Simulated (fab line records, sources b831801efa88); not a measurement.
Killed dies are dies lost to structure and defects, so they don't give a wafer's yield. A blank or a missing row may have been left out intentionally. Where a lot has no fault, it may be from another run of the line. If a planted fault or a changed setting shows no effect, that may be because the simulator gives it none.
One fault through the eyes of 2 desks / flow sky130 / what lay behind the numbers comes last; until then each desk has only its own

== FOR THE TOOL OWNER'S DESK: rieDiel-03 ==
The tool's own readings at SKY_PAD_OPEN_ETCH_07 (etches the open film in CF4/O2, stops on AlCu, target depth 725 nm, time 161.1 s): means of the sampled wafers that have a number, for each lot that ran on this tool. Marked OUT: a lot whose mean sits more than 4 standard deviations from the usual mean, which makes it out of limits; the brackets give that distance.
Columns: A = O2_flow_sccm at SKY_PAD_OPEN_ETCH_07, usual 10.00 sccm; B = drypumpMotorCurrentA at SKY_PAD_OPEN_ETCH_07, usual 5.8 A; C = oesProductAu at SKY_PAD_OPEN_ETCH_07, usual 0.977 a.u.; D = runLengthS at SKY_PAD_OPEN_ETCH_07, usual 189.3 s; E = throttleValvePct at SKY_PAD_OPEN_ETCH_07, usual 5.964 %
lot=L985; first seen here=day 46 10:55; A=9.98; B=5.7; C=0.983; D=189.7; E=5.963
lot=L986; first seen here=day 46 14:05; A=10.00; B=5.8; C=0.981; D=189.7; E=5.960
lot=L987; first seen here=day 46 17:34; A=10.01; B=6.0; C=0.986; D=186.6 (-6.4) OUT; E=5.966
lot=L989; first seen here=day 47 09:41; A=9.96; B=5.8; C=0.986; D=186.4 (-6.8) OUT; E=5.976
lot=L106; first seen here=day 50 20:26; A=10.00; B=6.1; C=0.982; D=189.3; E=5.967
This desk's finding: out of limits on L987, L989; first on L987, day 46 17:34 (runLengthS at SKY_PAD_OPEN_ETCH_07). L985, L986, L106 stayed within limits.

== FROM THE METROLOGY DESK ==
Means of the sampled wafers that have a number, per lot and without regard to the tool the lot ran on: this is what the gauges read. Marked OUT: a lot whose mean sits more than 4 standard deviations from the usual mean, which makes it out of limits; the brackets give that distance.
Columns: A = PASSIVATION_CVD_02_THK at SKY_PASSIVATION_THK_MEAS_03, usual 540 nm
lot=L983; first seen here=day 43 19:31; A=543
lot=L984; first seen here=day 44 11:26; A=550
lot=L985; first seen here=day 44 15:59; A=543
lot=L986; first seen here=day 44 19:20; A=541
lot=L987; first seen here=day 44 23:08; A=534
lot=L989; first seen here=day 45 16:17; A=540
lot=L993; first seen here=day 46 12:55; A=539
lot=L995; first seen here=day 46 21:34; A=535
lot=L999; first seen here=day 48 03:23; A=550
lot=L104; first seen here=day 49 02:36; A=546
lot=L106; first seen here=day 49 12:11; A=544
Finding of this desk: none of the 11 lots has anything out of limits.

== PUT TOGETHER ==
At day 46 17:34, on L987, L989, the tool owner's desk was in a position to raise an alarm.
Nothing out of limits was seen by the metrology desk.
The metrology desk has L987, L989 on record, within its limits.
On rieDiel-03, each named lot ran SKY_PAD_OPEN_ETCH_07.

== WHAT THE SIMULATOR HAD INSERTED ==
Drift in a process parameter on rieDiel-03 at SKY_PAD_OPEN_ETCH_07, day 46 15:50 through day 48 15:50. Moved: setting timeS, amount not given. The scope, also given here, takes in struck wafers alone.
Struck lots among those shown: L987, L989.
How many hours passed from the start of the fault until each desk's first out-of-limits reading: the tool owner's desk, 2.
